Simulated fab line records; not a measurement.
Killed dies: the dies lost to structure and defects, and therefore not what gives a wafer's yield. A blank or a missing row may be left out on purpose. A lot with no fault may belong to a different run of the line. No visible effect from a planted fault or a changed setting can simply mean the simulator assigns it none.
One fault seen from 2 desks	flow sky130	each desk has only its own numbers; what lay behind them comes last

## FROM THE METROLOGY DESK
Means of the sampled wafers that have a number, per lot and without regard to the tool the lot ran on: this is what the gauges read. A lot is out of limits, marked OUT, if its mean lies more than 4 standard deviations from the usual mean; the brackets give that distance.
Columns: A = VIA1_W_RS at SKY_VIA1_RS_MEAS_22, usual 0.427 ohm/sq; B = VIA1_W_THK at SKY_VIA1_THK_MEAS_23, usual 268 nm; C = METAL2_ALCU_RS at SKY_METAL2_RS_MEAS_05, usual 0.1258 ohm/sq; D = METAL2_ALCU_THK at SKY_METAL2_THK_MEAS_06, usual 248.6 nm; E = cdNm at SKY_METAL2_CD_MEAS_15, usual 140.4 nm; F = METAL2_OVL at SKY_METAL2_OVL_MEAS_16, usual 4 nm
lot	first seen here	A	B	C	D	E	F
L941	day 34 17:04	0.428	269	0.1250	247.8	140.1	8
L944	day 35 15:46	0.426	270	0.1271	247.1	140.6	0
L946	day 36 02:50	0.431	267	0.1245	249.7	142.0	-1
L953	day 38 00:49	0.431	262	0.1255	249.5	142.7	4
L956	day 39 07:37	0.431	268	0.1261	247.5	140.0	9
L960	day 40 03:41	0.421	273	0.1240	251.9	138.6	5
Result from this desk: across the 6 lots, nothing is out of limits.

## DESK OF THE TOOL OWNER: pvdSputter-03
The tool's own readings at SKY_METAL2_SPUTTER_04 (material TiN, target thk 70 nm, time 58.3 s): means of the sampled wafers that have a number, for each lot that ran on this tool. A lot is out of limits, marked OUT, if its mean lies more than 4 standard deviations from the usual mean; the brackets give that distance.
Columns: A = throttleValvePct at SKY_METAL2_SPUTTER_04, usual 29.8 %
lot	first seen here	A
L941	day 34 17:35	30.3
L944	day 35 16:19	30.5
L946	day 36 03:22	30.1
Result from this desk: across the 3 lots, nothing is out of limits.

## PUT TOGETHER
Metrology desk: nothing out of limits seen.
The desk of the tool owner found nothing out of limits.

## WHAT THE SIMULATOR PUT IN
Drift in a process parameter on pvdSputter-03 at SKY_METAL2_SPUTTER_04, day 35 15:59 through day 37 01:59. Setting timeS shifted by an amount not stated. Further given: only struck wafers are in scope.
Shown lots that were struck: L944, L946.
